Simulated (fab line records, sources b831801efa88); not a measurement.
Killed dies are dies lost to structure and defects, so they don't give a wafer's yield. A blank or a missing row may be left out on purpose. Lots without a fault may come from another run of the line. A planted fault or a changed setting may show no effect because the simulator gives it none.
Which tool did it? | flow gf180mcu | 6 lots, 18 wafers sampled, at 2 steps of a route of 602

WHAT THE GAUGES READ, wafer by wafer
GF_V1_THK_MEAS_01.
lot  | measured     | on            | V1_CVD_00_THK (nm)
L547 | day 17 14:05 | film_metro-01 | 600 596 602
L549 | day 18 17:34 | film_metro-02 | 602 613 605
L551 | day 19 10:21 | film_metro-01 | 1181 1193 1189
L563 | day 24 00:51 | film_metro-01 | 586 596 591
L565 | day 24 11:49 | film_metro-01 | 608 606 600
L568 | day 25 07:24 | film_metro-01 | 594 593 593

WHICH TOOL RAN EACH LOT (tool, then ch and the chambers of the sampled wafers, then the start)
lot  | GF_V1_CVD_00
L547 | hdpcvd-01 ch 0,2, day 17 13:59
L549 | hdpcvd-01 ch 0,1,2, day 18 17:29
L551 | hdpcvd-02 ch 0,1, day 19 10:01
L563 | hdpcvd-02 ch 0,2, day 24 00:46
L565 | hdpcvd-01 ch 1,2, day 24 11:45
L568 | hdpcvd-02 ch 0,1,2, day 25 07:20
- GF_V1_CVD_00: deposits SiO2, target thk 600 nm, time 100 s.

THE ANSWER, worked out from the rows above alone
Rule: what is usual is taken from the lots themselves. Put in order of their means at a reading, lots are off if they are a third of the lots or fewer, leave a main group of 4 or more, and stand apart from it by a gap of 3 or more times the standard deviation of the main group's means; of several such gaps the widest counts. A main group whose means are all the same, to the digits that the tables above print for the reading, isn't used. A lot without any number at a reading at which 4 lots or more have one is off too. The other lots that the step has rows for count as sound.
Off: L551, at GF_V1_THK_MEAS_01 (V1_CVD_00_THK). The main group: mean 599 nm, standard deviation 6.1.
A tool fits if, at a process step before that reading, it ran every lot that is off, and no sound lot after the first of them. The gauges at GF_V1_THK_MEAS_01 are tried like those tools. None of those tried fits.

WHAT THE SIMULATOR HAD PUT IN
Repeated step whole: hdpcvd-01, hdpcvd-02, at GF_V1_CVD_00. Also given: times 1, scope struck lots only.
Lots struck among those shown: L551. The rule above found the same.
